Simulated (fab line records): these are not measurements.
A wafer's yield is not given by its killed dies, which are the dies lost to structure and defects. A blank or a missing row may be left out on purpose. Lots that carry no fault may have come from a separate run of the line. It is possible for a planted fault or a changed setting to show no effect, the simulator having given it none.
8D (eight disciplines) problem report, filled in by code    flow gf180mcu    the parts of the form that need people (team, actions taken, sign-off) are left out

1. THE PROBLEM
heaterPowerTotalW at GF_PSD_SOFTBAKE_03 reads a mean of 60.98 W on 2 wafers of 2 lots; wafers without a fault read 56.59 W with a standard deviation of 0.044. So: +99 or more standard deviations from the usual mean.
The step: time 60 s.
First observed at day 14 11:29: wafer L143.1, on lithoTrack-04. At this step, 42 wafers from 14 lots have a number in the record. By rule, "out" or "out of limits" means more than 4 standard deviations away from the usual mean. The rest of the wafers with a number are treated as sound.

2. WHAT IT IS, AND WHAT IT ISN'T
question                     is                             is not
which readings at this step  heaterPowerTotalW, runLengthS  -
which lots                   L143, L148                     L145, L146, L147, L154, L155, L158, L160, L161, L162, L163, L164, L165
which wafers of those lots   L143.1, L148.6                 L143.4, L143.5, L148.3, L148.4
read on which tools          lithoTrack-04                  lithoTrack-01, lithoTrack-02
when                         from day 14 11:29              up to then (8 sound wafers); but 32 sound wafers of L147, L148, L154, L155, L158, L160, L161, L162, L163, L164, L165 came after

3. THE SUSPECTS, EACH WITH WHAT RULES IT OUT
Counting: a tool at a process step up to the reading stays a suspect if it ran every lot that is out. Sound lots after the first of them don't rule it out here, since some wafers of a struck lot are sound.
- lithoTrack-04 at GF_PSD_SOFTBAKE_03 (time 60 s): kept. It ran every lot that is out, first L143 (day 14 11:29); its last sound lot up to then is L145 (day 14 09:04). On those wafers its own readings are out: heaterPowerTotalW, runLengthS.
The count leaves lithoTrack-04 at GF_PSD_SOFTBAKE_03.

4. THE CAUSE (what the simulator had put in)
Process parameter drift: lithoTrack-04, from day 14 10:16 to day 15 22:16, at GF_PSD_SOFTBAKE_03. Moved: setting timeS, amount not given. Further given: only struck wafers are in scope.
Counting left only this tool.

5. SEQUENCE OF EFFECTS, ordered by route
Each row: a reading where the mean over the struck wafers with a number is more than 3 standard deviations away from the usual. Only readings whose record carries a usual standard deviation are examined. hours: median over the lots of the time between each lot's start at the first step of this table that gives one and its start at this step. sigmas: the change, counted in usual standard deviations.
hours  step                reading            usual    on struck wafers  change  sigmas
0      GF_PSD_SOFTBAKE_03  heaterPowerTotalW  56.59 W  60.98             +4.39   +99 or more
0      GF_PSD_SOFTBAKE_03  runLengthS         89.27 s  77.08             -12.19  -45
It contains these process steps:
- GF_PSD_SOFTBAKE_03: time 60 s.

6. HOW IT WOULD HAVE BEEN CAUGHT EARLIER
In this record the first reading out of limits was taken at day 14 11:29, 1 hour after the fault began at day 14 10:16.
